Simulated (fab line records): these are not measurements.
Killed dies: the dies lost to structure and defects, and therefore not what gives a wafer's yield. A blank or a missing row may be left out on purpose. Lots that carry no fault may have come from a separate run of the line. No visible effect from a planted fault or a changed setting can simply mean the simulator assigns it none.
fab line records	flow sky130
record lots=12	wafers=36	lastDay=51
route steps=708 shown FIELD_ISO@24 NWELL@68 POLY_GATE@235 SD_P@329
lots untouched by any fault: they come from a run of this same line in which no faults occurred
startH: hours from the record's opening day to when the first of the lot's shown wafers began	waitH: hours since the lot's step before	" repeats the value in the row above	L1.1+2: a single row standing in for several wafers	- no value present, or no start provided	* or withheld: withheld	< > ~ a bound
route shown NAME@n: names a module that has steps shown in the file, with the first one's number in the route	usual: mean/standard deviation of fault-free wafers	same: alike in all rows	chamber/n: place in a boat	sites: readings site by site	_std_site: standard deviation of those values	_edge_site: inner sites' mean taken away from outer sites' mean	radiusMm: how far each site lies from the wafer's centre	mask NAME#n: copy n	behind: the last tool/chamber to shape the wafer	hold: why the lot was held/for how many hours/how that ended	device: the transistor (n, p or np) that didn't switch	end of line: tests of these same wafers at the route's end	a step given without rows: its recipe and nothing more	killed: the dies lost at the first sort to structure and to defects; this is not the yield of the wafer	map: the dies of a wafer, with x for killed, . for not killed, _ for no die there
set.NAME: the setting as run; set.NAME@STEP: as run at that earlier step	model.NAME: the simulator's own value behind a step, which no gauge read
route steps across a sampled set of lots; one table per step, one row per wafer
services: the hour from which a tool's chamber was out of use, counted from the record's first day as startH (under 0 if before that day), plus the number of hours and why
## steps
# step SKY_FIELD_ISO_THK_MEAS_23
# recipe reads=SiO2_of_FIELD_ISO_OXIDATION_22
# usual FIELD_ISO_OXIDATION_01_THK=9.90/0.17
lot.wafer	tool	chamber	startH	waitH	FIELD_ISO_OXIDATION_01_THK[nm]
L932.3	filmMetro-01	-	33.84	0.0	9.61
L932.4	"	-	"	"	9.72
L932.6	"	-	"	"	9.67
L933.1	filmMetro-04	-	36.22	0.0	10.05
L933.4	"	-	"	"	9.85
L933.5	"	-	"	"	9.94
L934.1	filmMetro-04	-	40.92	0.0	9.83
L934.3	"	-	"	"	9.95
L934.5	"	-	"	"	9.86
L938.2	filmMetro-04	-	61.66	0.0	10.13
L938.3	"	-	"	"	10.20
L938.4	"	-	"	"	10.05
L939.2	filmMetro-02	-	69.35	0.0	10.10
L939.3	"	-	"	"	10.17
L939.6	"	-	"	"	10.12
L940.2	filmMetro-01	-	74.91	0.0	9.97
L940.3	"	-	"	"	10.01
L940.4	"	-	"	"	9.97
L941.1	filmMetro-02	-	78.59	0.0	9.89
L941.4	"	-	"	"	9.99
L941.6	"	-	"	"	10.25
L949.3	filmMetro-02	-	120.63	0.0	9.80
L949.4	"	-	"	"	9.93
L949.6	"	-	"	"	9.67
L950.2	filmMetro-04	-	123.85	0.0	9.62
L950.4	"	-	"	"	9.67
L950.5	"	-	"	"	9.73
L953.2	filmMetro-02	-	141.82	0.0	9.90
L953.4	"	-	"	"	9.75
L953.5	"	-	"	"	9.82
L954.2	filmMetro-01	-	146.14	0.0	10.08
L954.4	"	-	"	"	9.79
L954.5	"	-	"	"	9.98
L955.1	filmMetro-04	-	157.45	0.0	10.03
L955.3	"	-	"	"	10.08
L955.6	"	-	"	"	9.98
# step SKY_NWELL_TW_MEAS_15
# usual NWELL_TW=1822/16
lot.wafer	tool	chamber	startH	waitH	NWELL_TW
L932.3	filmMetro-03	-	88.49	0.1	1833
L932.4	"	-	"	"	1840
L932.6	"	-	"	"	1834
L933.1	filmMetro-04	-	92.09	0.1	1833
L933.4	"	-	"	"	1835
L933.5	"	-	"	"	1839
L934.1	filmMetro-02	-	95.90	0.1	1798
L934.3	"	-	"	"	1803
L934.5	"	-	"	"	1809
L938.2	filmMetro-02	-	119.88	0.1	1793
L938.3	"	-	"	"	1796
L938.4	"	-	"	"	1800
L939.2	filmMetro-02	-	128.48	0.1	1810
L939.3	"	-	"	"	1815
L939.6	"	-	"	"	1807
L940.2	filmMetro-04	-	133.48	0.1	1820
L940.3	"	-	"	"	1818
L940.4	"	-	"	"	1817
L941.1	filmMetro-03	-	139.35	0.1	1852
L941.4	"	-	"	"	1839
L941.6	"	-	"	"	1830
L949.3	filmMetro-02	-	184.59	0.1	1795
L949.4	"	-	"	"	1797
L949.6	"	-	"	"	1795
L950.2	filmMetro-02	-	190.88	0.1	1802
L950.4	"	-	"	"	1804
L950.5	"	-	"	"	1800
L953.2	filmMetro-02	-	206.68	0.1	1795
L953.4	"	-	"	"	1801
L953.5	"	-	"	"	1800
L954.2	filmMetro-03	-	213.50	0.1	1818
L954.4	"	-	"	"	1819
L954.5	"	-	"	"	1822
L955.1	filmMetro-03	-	236.39	0.1	1825
L955.3	"	-	"	"	1820
L955.6	"	-	"	"	1823
# step SKY_POLY_GATE_THK_MEAS_21
# recipe reads=SiO2_of_POLY_GATE_OXIDATION_20
# usual POLY_GATE_OXIDATION_THK=4.06/0.075
lot.wafer	tool	chamber	startH	waitH	POLY_GATE_OXIDATION_THK[nm]
L932.3	filmMetro-03	-	372.81	0.0	4.01
L932.4	"	-	"	"	4.04
L932.6	"	-	"	"	3.98
L933.1	filmMetro-01	-	379.45	0.0	4.01
L933.4	"	-	"	"	4.02
L933.5	"	-	"	"	4.01
L934.1	filmMetro-02	-	384.41	0.0	4.16
L934.3	"	-	"	"	4.17
L934.5	"	-	"	"	4.10
L938.2	filmMetro-03	-	424.23	0.0	4.08
L938.3	"	-	"	"	4.07
L938.4	"	-	"	"	4.13
L939.2	filmMetro-01	-	433.65	0.0	4.13
L939.3	"	-	"	"	4.16
L939.6	"	-	"	"	4.19
L940.2	filmMetro-02	-	445.89	0.0	3.99
L940.3	"	-	"	"	3.97
L940.4	"	-	"	"	4.04
L941.1	filmMetro-01	-	448.39	0.0	4.07
L941.4	"	-	"	"	4.01
L941.6	"	-	"	"	4.05
L949.3	filmMetro-02	-	519.80	0.0	4.01
L949.4	"	-	"	"	4.08
L949.6	"	-	"	"	4.00
L950.2	filmMetro-02	-	530.25	0.0	4.06
L950.4	"	-	"	"	4.04
L950.5	"	-	"	"	4.13
L953.2	filmMetro-03	-	553.64	0.0	4.07
L953.4	"	-	"	"	4.05
L953.5	"	-	"	"	4.04
L954.2	filmMetro-01	-	561.15	0.0	3.93
L954.4	"	-	"	"	4.03
L954.5	"	-	"	"	3.87
L955.1	filmMetro-02	-	588.87	0.0	4.06
L955.3	"	-	"	"	4.10
L955.6	"	-	"	"	4.05
# step SKY_SD_P_IMPLANT_09
# recipe species=BF2	energyKev=20	doseCm2=3e+15	tiltDeg=0
lot.wafer	tool	chamber	startH	waitH
L932.3+4+6	implanter-01	0	587.30	0.1
L933.1+4+5	implanter-02	0	591.45	0.0
L934.1+3+5	implanter-01	0	598.91	0.0
L938.2+3+4	implanter-02	0	638.38	0.0
L939.2+3+6	implanter-02	0	649.88	0.0
L940.2+3+4	implanter-02	0	656.63	0.0
L941.1+4+6	implanter-03	0	659.90	0.0
L949.3+4+6	implanter-02	0	724.30	0.1
L950.2+4+5	implanter-02	0	735.13	0.0
L953.2+4+5	implanter-03	0	760.38	0.0
L954.2+4+5	implanter-01	0	764.63	0.0
L955.1+3+6	implanter-01	0	799.50	0.0
# step SKY_SD_P_STRIP_10
# recipe chemistry=O2/N2	powerW=1400	pressureMtorr=1500	platenTempC=withheld	o2FlowSccm=3000	n2FlowSccm=300	overashFraction=0.5
# usual drypumpMotorCurrentA=5.6/0.36	oesProductAu=0.617/0.0046	stripTimeToEndpointS=17.50/0.041
lot.wafer	tool	chamber	startH	waitH	drypumpMotorCurrentA	oesProductAu	rfHoursCounterH	stripTimeToEndpointS
L932.3	plasmaAsher-04	0	587.43	0.1	5.3	0.617	-	17.48
L932.4	"	1	"	"	5.1	0.624	-	17.56
L932.6	"	0	"	"	5.3	0.621	-	17.50
L933.1	plasmaAsher-04	1	591.60	0.1	5.1	0.626	16	17.53
L933.4	"	0	"	"	5.2	0.627	-	17.53
L933.5	"	0	"	"	5.3	0.607	-	17.53
L934.1	plasmaAsher-03	0	599.06	0.1	5.7	0.618	79	17.55
L934.3	"	1	"	"	5.6	0.612	-	17.58
L934.5	"	1	"	"	5.6	0.615	-	17.54
L938.2	plasmaAsher-03	1	638.50	0.1	5.6	0.619	83	17.35
L938.3	"	0	"	"	5.7	0.620	-	17.34
L938.4	"	1	"	"	5.6	0.622	-	17.34
L939.2	plasmaAsher-01	1	650.01	0.1	6.2	0.615	52	17.34
L939.3	"	0	"	"	5.3	0.618	-	17.31
L939.6	"	0	"	"	5.3	0.616	-	17.49
L940.2	plasmaAsher-01	1	656.76	0.1	6.2	0.628	53	17.33
L940.3	"	1	"	"	6.2	0.622	-	17.35
L940.4	"	0	"	"	5.3	0.620	-	17.39
L941.1	plasmaAsher-01	0	660.05	0.1	5.3	0.615	53	17.52
L941.4	"	1	"	"	6.1	0.619	-	17.50
L941.6	"	1	"	"	6.1	0.612	-	17.59
L949.3	plasmaAsher-03	0	724.44	0.1	5.7	0.615	-	17.54
L949.4	"	1	"	"	5.6	0.616	-	17.53
L949.6	"	0	"	"	5.7	0.620	-	17.47
L950.2	plasmaAsher-01	1	735.25	0.1	6.2	0.620	61	17.55
L950.4	"	1	"	"	6.2	0.608	-	17.46
L950.5	"	1	"	"	6.2	0.608	-	17.49
L953.2	plasmaAsher-03	0	760.50	0.1	5.7	0.617	96	17.51
L953.4	"	1	"	"	5.6	0.616	-	17.55
L953.5	"	1	"	"	5.6	0.619	-	17.54
L954.2	plasmaAsher-01	1	764.76	0.1	6.1	0.621	64	17.50
L954.4	"	0	"	"	5.3	0.619	-	17.47
L954.5	"	1	"	"	6.2	0.626	-	17.52
L955.1	plasmaAsher-03	0	799.65	0.1	5.7	0.621	99	17.48
L955.3	"	0	"	"	5.7	0.617	-	17.53
L955.6	"	0	"	"	5.7	0.613	-	17.44
# step SKY_SD_N_RS_MEAS_17
# recipe thkMeasGauge=four-point-probe
# usual SD_P_RS=147.0/0.3
lot.wafer	tool	chamber	startH	waitH	SD_P_RS[ohm/sq]
L932.3	filmMetro-01	-	645.90	0.1	147.5
L932.4	"	-	"	"	147.1
L932.6	"	-	"	"	147.0
L933.1	filmMetro-02	-	651.39	0.1	146.5
L933.4	"	-	"	"	146.6
L933.5	"	-	"	"	147.0
L934.1	filmMetro-03	-	657.96	0.1	147.2
L934.3	"	-	"	"	147.1
L934.5	"	-	"	"	147.2
L938.2	filmMetro-03	-	695.42	0.1	147.8
L938.3	"	-	"	"	148.0
L938.4	"	-	"	"	148.6
L939.2	filmMetro-03	-	707.41	0.1	148.4
L939.3	"	-	"	"	148.2
L939.6	"	-	"	"	147.5
L940.2	filmMetro-01	-	713.41	0.1	147.7
L940.3	"	-	"	"	148.2
L940.4	"	-	"	"	148.3
L941.1	filmMetro-02	-	716.27	0.1	146.8
L941.4	"	-	"	"	147.0
L941.6	"	-	"	"	146.8
L949.3	filmMetro-02	-	779.13	0.1	147.0
L949.4	"	-	"	"	146.9
L949.6	"	-	"	"	146.8
L950.2	filmMetro-02	-	789.53	0.1	146.7
L950.4	"	-	"	"	147.1
L950.5	"	-	"	"	146.8
L953.2	filmMetro-01	-	814.68	0.1	147.5
L953.4	"	-	"	"	147.1
L953.5	"	-	"	"	147.6
L954.2	filmMetro-03	-	817.53	0.1	147.4
L954.4	"	-	"	"	147.2
L954.5	"	-	"	"	147.2
L955.1	filmMetro-01	-	853.44	0.1	147.1
L955.3	"	-	"	"	146.6
L955.6	"	-	"	"	146.8
## services
tool	chamber	startH	hours	kind
implanter-03	-	565.69	6.3	repair
plasmaAsher-03	-	571.94	4.1	repair
implanter-02	-	573.48	1.4	repair
plasmaAsher-03	-	584.82	1.6	repair
implanter-02	-	586.72	3.4	repair
implanter-01	-	587.77	3.9	pm
implanter-02	-	600.26	4.1	repair
implanter-02	-	602.17	0.5	repair
plasmaAsher-03	-	621.27	2.5	repair
implanter-03	-	626.24	1.5	repair
plasmaAsher-01	-	636.05	6.1	repair
implanter-03	-	648.35	10.5	repair
implanter-02	-	669.71	5.9	repair
plasmaAsher-04	-	672.66	10.0	pm
plasmaAsher-03	-	690.31	0.4	repair
plasmaAsher-01	-	694.85	2.8	pm
implanter-02	-	695.39	2.8	pm
implanter-01	-	700.94	17.6	pm
implanter-02	-	717.51	0.5	repair
implanter-02	-	722.10	1.3	repair
implanter-02	-	756.68	4.6	pm
plasmaAsher-03	-	761.68	0.8	repair
implanter-02	-	764.66	0.6	repair
implanter-01	-	778.44	15.9	pm
## key
firstSign step=SKY_SD_P_STRIP_10	reading=stripTimeToEndpointS	direction=down	sigmas=3.8	usual=*	struck=*
effect step=SKY_SD_N_RS_MEAS_17	reading=SD_P_RS	direction=up	sigmas=3.8	usual=147.0	struck=148.2
metAt SKY_SD_P_IMPLANT_09
struckLots L938,L939,L940
struckWafers L938.2,L938.3,L938.4,L939.2,L939.3,L940.2,L940.3,L940.4
testerLeftOut L938,L939,L940
notActingAt SKY_FIELD_ISO_THK_MEAS_23,SKY_NWELL_TW_MEAS_15,SKY_POLY_GATE_THK_MEAS_21
onsetBetween 591.45 638.38
fault kind=processParameterDrift	tool=implanter-02	chamber=-	onsetH=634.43	steps=SKY_SD_P_IMPLANT_09	channel=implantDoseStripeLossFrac	offset=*	shape=step	endH=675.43	scope=struckWafersOnly
# testerLeftOut: of these lots the tester's yield and bins aren't shown, on N5 and GAA mostly nor the transistor test; their killed dies are dies lost to structure and defects alone, not to doping, threshold or leakage, so they don't give the yield
